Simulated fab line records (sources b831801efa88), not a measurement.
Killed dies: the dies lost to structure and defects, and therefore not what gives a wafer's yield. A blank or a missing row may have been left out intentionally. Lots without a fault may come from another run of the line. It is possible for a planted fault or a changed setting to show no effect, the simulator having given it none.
A single fault, viewed from 2 desks | flow gf180mcu | numbers are kept per desk, each desk with only its own; the story behind them comes last

== TOOL OWNER'S DESK, pvdSputter-03 ==
The tool's own readings at GF_M2_SPUTTER_01 (material TiN, target thk 30 nm, time 25 s): means of the sampled wafers that have a number, for each lot that ran on this tool. If a lot's mean is further than 4 standard deviations from the usual mean, the lot is out of limits and carries the mark OUT (the distance appears in the brackets).
Columns: A = throttleValvePct at GF_M2_SPUTTER_01, usual 30.4 %
lot  | first seen here | A
L203 | day 22 13:47    | 31.0
L206 | day 23 00:55    | 30.4
L208 | day 24 04:58    | 30.8
This desk's verdict: no lot among the 3 shows anything out of limits.

== THE METROLOGY DESK ==
What the gauges read, lot by lot, whatever tool the lot ran on: means of the sampled wafers that have a number. If a lot's mean is further than 4 standard deviations from the usual mean, the lot is out of limits and carries the mark OUT (the distance appears in the brackets).
Columns: A = V1_W_RS at GF_V1_RS_MEAS_24, usual 0.325 ohm/sq; B = V1_W_THK at GF_V1_THK_MEAS_25, usual 346 nm
lot  | first seen here | A     | B
L204 | day 22 12:44    | 0.326 | 347
L203 | day 22 13:13    | 0.326 | 347
L206 | day 23 00:22    | 0.323 | 349
L207 | day 23 14:25    | 0.321 | 353
L208 | day 24 04:23    | 0.326 | 351
L216 | day 26 04:46    | 0.327 | 344
This desk's verdict: no lot among the 6 shows anything out of limits.

== ALL TOGETHER ==
The tool owner's desk saw nothing out of limits.
The metrology desk saw nothing out of limits.

== WHAT HAD BEEN PUT IN BY THE SIMULATOR ==
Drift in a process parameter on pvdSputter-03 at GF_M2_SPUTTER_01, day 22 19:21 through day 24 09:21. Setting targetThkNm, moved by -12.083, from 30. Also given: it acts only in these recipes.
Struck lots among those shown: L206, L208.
